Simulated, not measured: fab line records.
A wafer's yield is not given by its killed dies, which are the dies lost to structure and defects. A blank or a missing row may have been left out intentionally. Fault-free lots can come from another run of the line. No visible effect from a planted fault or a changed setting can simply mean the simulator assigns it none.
Which of the tools did it? -- flow gf180mcu -- 24 lots with 72 wafers sampled at 5 steps, on a route of 602 steps

## WHAT THE GAUGES SHOWED, per wafer
GF_M5_CD_MEAS_07: target cd 280 nm. Usual: cdNm reads 279.6 nm (standard deviation 0.96).
lot,measured,on,cdNm (nm),flag
L074,day 26 04:56,cdSem-01,280.2 278.7 279.1,
L075,day 26 08:56,cdSem-02,278.8 278.6 278.0,
L076,day 26 21:59,cdSem-02,280.6 279.4 279.6,
L077,day 27 08:46,cdSem-02,278.4 279.2 279.8,
L078,day 27 17:41,cdSem-01,278.5 279.1 279.6,
L079,day 27 22:49,cdSem-01,279.6 280.9 279.5,
L081,day 28 13:50,cdSem-02,279.2 278.5 278.5,
L080,day 28 16:03,cdSem-02,279.2 279.5 279.1,
L082,day 29 01:00,cdSem-02,279.2 278.5 279.7,
L083,day 29 04:40,cdSem-01,279.4 278.2 279.4,
L084,day 29 15:02,cdSem-02,279.6 278.5 279.6,
L085,day 29 19:00,cdSem-01,281.2 280.8 282.0,
L086,day 30 00:23,cdSem-02,280.4 279.6 279.6,
L087,day 30 10:04,cdSem-01,281.1 280.5 279.4,
L088,day 30 15:19,cdSem-01,281.5 280.4 282.3,
L089,day 30 19:59,cdSem-01,280.0 278.7 279.0,
L090,day 31 04:53,cdSem-02,277.7 278.8 279.7,
L091,day 31 08:04,cdSem-02,280.7 280.4 279.7,
L092,day 31 14:34,cdSem-02,279.8 279.8 281.6,
L093,day 31 19:15,cdSem-02,279.4 279.4 279.2,
L094,day 32 02:19,cdSem-02,280.1 281.3 280.7,
L095,day 32 11:15,cdSem-02,280.9 280.6 279.8,
L096,day 32 15:04,cdSem-02,279.0 277.9 278.2,
L097,day 32 17:17,cdSem-01,277.3 278.8 277.3,

## WHICH TOOL RAN EACH LOT (tool, then ch and the chambers of the sampled wafers, then the start)
lot,GF_M1_SPUTTER_01,GF_M3_SPUTTER_02,GF_MIM_SPUTTER_08,GF_MIM_SPUTTER_09
L074,"pvdSputter-02, day 16 01:42","pvdSputter-02, day 20 05:58","pvdSputter-03, day 24 09:14","pvdSputter-03, day 24 09:16"
L075,"pvdSputter-01, day 16 06:47","pvdSputter-02, day 20 11:04","pvdSputter-03, day 24 13:18","pvdSputter-03, day 24 13:19"
L076,"pvdSputter-03, day 16 20:43","pvdSputter-02, day 21 02:50","pvdSputter-03, day 25 03:02","pvdSputter-03, day 25 03:04"
L077,"pvdSputter-02, day 17 07:46","pvdSputter-01, day 21 15:05","pvdSputter-01, day 25 14:33","pvdSputter-01, day 25 14:35"
L078,"pvdSputter-02, day 17 18:52","pvdSputter-02, day 22 01:35","pvdSputter-03, day 26 00:40","pvdSputter-03, day 26 00:41"
L079,"pvdSputter-03, day 18 00:42","pvdSputter-01, day 22 07:40","pvdSputter-02, day 26 05:42","pvdSputter-02, day 26 05:44"
L081,"pvdSputter-02, day 18 19:47","pvdSputter-01, day 23 01:02","pvdSputter-02, day 26 22:02","pvdSputter-02, day 26 22:03"
L080,"pvdSputter-03, day 18 21:05","pvdSputter-01, day 23 03:02","pvdSputter-02, day 27 01:19","pvdSputter-02, day 27 01:20"
L082,"pvdSputter-02, day 19 06:57","pvdSputter-01, day 23 12:17","pvdSputter-03, day 27 09:08","pvdSputter-03, day 27 09:10"
L083,"pvdSputter-03, day 19 13:41","pvdSputter-02, day 23 18:23","pvdSputter-02, day 27 12:41","pvdSputter-02, day 27 12:43"
L084,"pvdSputter-01, day 20 01:10","pvdSputter-03, day 24 06:21","pvdSputter-03, day 28 00:28","pvdSputter-03, day 28 00:29"
L085,"pvdSputter-01, day 20 07:41","pvdSputter-02, day 24 10:55","pvdSputter-02, day 28 04:12","pvdSputter-02, day 28 04:14"
L086,"pvdSputter-03, day 20 14:46","pvdSputter-02, day 24 17:02","pvdSputter-01, day 28 09:10","pvdSputter-01, day 28 09:11"
L087,"pvdSputter-03, day 21 04:07","pvdSputter-02, day 25 05:56","pvdSputter-01, day 28 21:40","pvdSputter-01, day 28 21:41"
L088,"pvdSputter-03, day 21 07:46","pvdSputter-01, day 25 09:10","pvdSputter-02, day 29 01:38","pvdSputter-02, day 29 01:40"
L089,"pvdSputter-02, day 21 17:43","pvdSputter-02, day 25 16:38","pvdSputter-01, day 29 07:06","pvdSputter-01, day 29 07:08"
L090,"pvdSputter-01, day 22 01:25","pvdSputter-01, day 26 01:41","pvdSputter-01, day 29 16:27","pvdSputter-01, day 29 16:28"
L091,"pvdSputter-03, day 22 08:15","pvdSputter-03, day 26 06:05","pvdSputter-03, day 29 18:49","pvdSputter-03, day 29 18:50"
L092,"pvdSputter-02, day 22 14:42","pvdSputter-02, day 26 12:37","pvdSputter-03, day 30 02:19","pvdSputter-03, day 30 02:20"
L093,"pvdSputter-01, day 22 21:38","pvdSputter-02, day 26 17:52","pvdSputter-03, day 30 07:01","pvdSputter-03, day 30 07:02"
L094,"pvdSputter-02, day 23 07:27","pvdSputter-02, day 27 03:46","pvdSputter-01, day 30 15:22","pvdSputter-01, day 30 15:23"
L095,"pvdSputter-03, day 23 18:50","pvdSputter-02, day 27 14:47","pvdSputter-03, day 31 00:41","pvdSputter-03, day 31 00:43"
L096,"pvdSputter-01, day 24 01:17","pvdSputter-02, day 27 19:23","pvdSputter-01, day 31 04:28","pvdSputter-01, day 31 04:29"
L097,"pvdSputter-02, day 24 06:12","pvdSputter-03, day 27 22:23","pvdSputter-03, day 31 07:42","pvdSputter-03, day 31 07:43"
- GF_M1_SPUTTER_01: material TiN, target thk 30 nm, time 25 s.
- GF_M3_SPUTTER_02: material AlCu, target thk 450 nm, time 23.9 s.
- GF_MIM_SPUTTER_08: material AlCu, target thk 200 nm, time 10.6 s.
- GF_MIM_SPUTTER_09: material TiN, target thk 35 nm, time 29.2 s.

## WHAT THE TOOLS THEMSELVES READ (means of the sampled wafers that have a number; where no wafer has one, the mark that the record gives instead)
GF_M1_SPUTTER_01. Usual: throttleValvePct reads 29.9 % (standard deviation 0.98).
lot,tool,throttleValvePct (%),flag
L074,pvdSputter-02,29.5,
L075,pvdSputter-01,29.7,
L076,pvdSputter-03,30.6,
L077,pvdSputter-02,29.0,
L078,pvdSputter-02,29.3,
L079,pvdSputter-03,30.9,
L081,pvdSputter-02,29.1,
L080,pvdSputter-03,31.0,
L082,pvdSputter-02,28.9,
L083,pvdSputter-03,31.1,
L084,pvdSputter-01,29.7,
L085,pvdSputter-01,30.4,
L086,pvdSputter-03,30.5,
L087,pvdSputter-03,30.9,
L088,pvdSputter-03,30.4,
L089,pvdSputter-02,29.2,
L090,pvdSputter-01,29.6,
L091,pvdSputter-03,31.1,
L092,pvdSputter-02,28.7,
L093,pvdSputter-01,29.5,
L094,pvdSputter-02,29.4,
L095,pvdSputter-03,30.7,
L096,pvdSputter-01,29.9,
L097,pvdSputter-02,29.3,

GF_M3_SPUTTER_02. Usual: throttleValvePct reads 29.5 % (standard deviation 0.79).
lot,tool,throttleValvePct (%),flag
L074,pvdSputter-02,29.1,
L075,pvdSputter-02,29.2,
L076,pvdSputter-02,29.4,
L077,pvdSputter-01,29.0,
L078,pvdSputter-02,29.1,
L079,pvdSputter-01,29.5,
L081,pvdSputter-01,29.2,
L080,pvdSputter-01,29.9,
L082,pvdSputter-01,28.9,
L083,pvdSputter-02,29.1,
L084,pvdSputter-03,30.6,
L085,pvdSputter-02,29.1,
L086,pvdSputter-02,29.0,
L087,pvdSputter-02,28.7,
L088,pvdSputter-01,29.2,
L089,pvdSputter-02,29.4,
L090,pvdSputter-01,29.9,
L091,pvdSputter-03,31.3,
L092,pvdSputter-02,29.0,
L093,pvdSputter-02,29.4,
L094,pvdSputter-02,29.7,
L095,pvdSputter-02,28.9,
L096,pvdSputter-02,29.5,
L097,pvdSputter-03,30.5,

GF_MIM_SPUTTER_08. Usual: throttleValvePct reads 30.1 % (standard deviation 0.95).
lot,tool,throttleValvePct (%),flag
L074,pvdSputter-03,30.5,
L075,pvdSputter-03,30.6,
L076,pvdSputter-03,30.5,
L077,pvdSputter-01,29.6,
L078,pvdSputter-03,30.5,
L079,pvdSputter-02,29.1,
L081,pvdSputter-02,29.2,
L080,pvdSputter-02,29.1,
L082,pvdSputter-03,29.9,
L083,pvdSputter-02,29.4,
L084,pvdSputter-03,31.1,
L085,pvdSputter-02,29.0,
L086,pvdSputter-01,29.9,
L087,pvdSputter-01,30.0,
L088,pvdSputter-02,29.7,
L089,pvdSputter-01,29.7,
L090,pvdSputter-01,29.2,
L091,pvdSputter-03,30.8,
L092,pvdSputter-03,31.0,
L093,pvdSputter-03,30.6,
L094,pvdSputter-01,29.9,
L095,pvdSputter-03,31.2,
L096,pvdSputter-01,29.5,
L097,pvdSputter-03,31.0,

GF_MIM_SPUTTER_09. Usual: throttleValvePct reads 30.1 % (standard deviation 0.97).
lot,tool,throttleValvePct (%),flag
L074,pvdSputter-03,30.4,
L075,pvdSputter-03,30.7,
L076,pvdSputter-03,30.5,
L077,pvdSputter-01,29.8,
L078,pvdSputter-03,30.5,
L079,pvdSputter-02,29.1,
L081,pvdSputter-02,29.1,
L080,pvdSputter-02,29.3,
L082,pvdSputter-03,30.0,
L083,pvdSputter-02,29.5,
L084,pvdSputter-03,31.0,
L085,pvdSputter-02,29.1,
L086,pvdSputter-01,29.8,
L087,pvdSputter-01,30.0,
L088,pvdSputter-02,29.6,
L089,pvdSputter-01,29.7,
L090,pvdSputter-01,29.2,
L091,pvdSputter-03,30.7,
L092,pvdSputter-03,31.0,
L093,pvdSputter-03,30.7,
L094,pvdSputter-01,29.9,
L095,pvdSputter-03,31.2,
L096,pvdSputter-01,29.6,
L097,pvdSputter-03,31.1,

## THE ANSWER, worked out from the rows above alone
Rule: a lot counts as off when the mean over its wafers that have a number is more than 3 standard deviations away from the usual mean. A lot without any number at a reading at which 4 lots or more have one is off too. All remaining lots with rows at the step are treated as sound. After the gauges, taken in route order, come the tools' own readings; for these a lot's mean is taken, as printed above. At the first step where some lot is off, the reading lying furthest off is the one used; lots without a number count as furthest.
Nothing can be told from this: no lot is off at any reading shown.

## WHAT WAS PUT IN BY THE SIMULATOR
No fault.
